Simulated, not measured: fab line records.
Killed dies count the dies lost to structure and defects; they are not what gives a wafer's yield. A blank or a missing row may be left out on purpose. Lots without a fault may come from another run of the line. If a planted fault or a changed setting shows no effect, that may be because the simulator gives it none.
Which of the tools did it? ; flow gf180mcu ; 13 lots, 39 wafers sampled, at 1 step of a route of 602

## WHAT THE GAUGES READ, wafer by wafer
GF_V5_THK_MEAS_01. Usual: for V5_CVD_00_THK the level is 300.0 nm and the standard deviation is 2.5.
lot;measured;on;V5_CVD_00_THK (nm);flag
L462;day 26 04:40;film-metro-03;296.7 298.7 300.2;
L463;day 26 20:20;film-metro-03;302.7 301.6 304.1;
L464;day 27 01:16;film-metro-03;305.0 302.8 303.9;
L465;day 27 11:28;film-metro-03;300.1 298.3 300.8;
L467;day 28 01:20;film-metro-03;298.0 299.7 298.5;
L468;day 28 06:15;film-metro-02;298.0 299.5 297.2;
L469;day 28 20:16;film-metro-01;299.7 299.5 298.7;
L470;day 28 23:07;film-metro-03;303.8 299.6 301.3;
L476;day 30 18:28;film-metro-01;300.4 300.0 295.8;
L478;day 31 05:03;film-metro-01;300.7 303.2 306.5;
L480;day 31 19:17;film-metro-03;300.6 303.4 300.6;
L481;day 32 06:04;film-metro-03;298.3 295.6 299.3;
L482;day 32 07:33;film-metro-01;298.9 302.5 299.8;

## TOOL THAT RAN EACH LOT (tool first, then ch and the chambers of the sampled wafers, then the start)
Record: no process step prior to these readings.

## WHAT THE TOOLS THEMSELVES READ (means of the sampled wafers that have a number; where no wafer has one, the mark that the record gives instead)
The record holds no such reading with a usual standard deviation.

## THE ANSWER, worked out from the rows above alone
Rule: lot off if the mean of its wafers having a number is beyond 3 standard deviations from the usual mean. A lot without any number at a reading at which 4 lots or more have one is off too. Any other lot the step has rows for is counted as sound. Order of review: gauges by route order, followed by the tools' own readings, for which a lot's mean as printed above is used. The first step at which some lot is off is used, and at that step the reading that is off furthest; a lot without a number counts as furthest.
No lot is off on any of the readings shown, so nothing can be concluded from this.

## WHAT THE SIMULATOR HAD INSERTED
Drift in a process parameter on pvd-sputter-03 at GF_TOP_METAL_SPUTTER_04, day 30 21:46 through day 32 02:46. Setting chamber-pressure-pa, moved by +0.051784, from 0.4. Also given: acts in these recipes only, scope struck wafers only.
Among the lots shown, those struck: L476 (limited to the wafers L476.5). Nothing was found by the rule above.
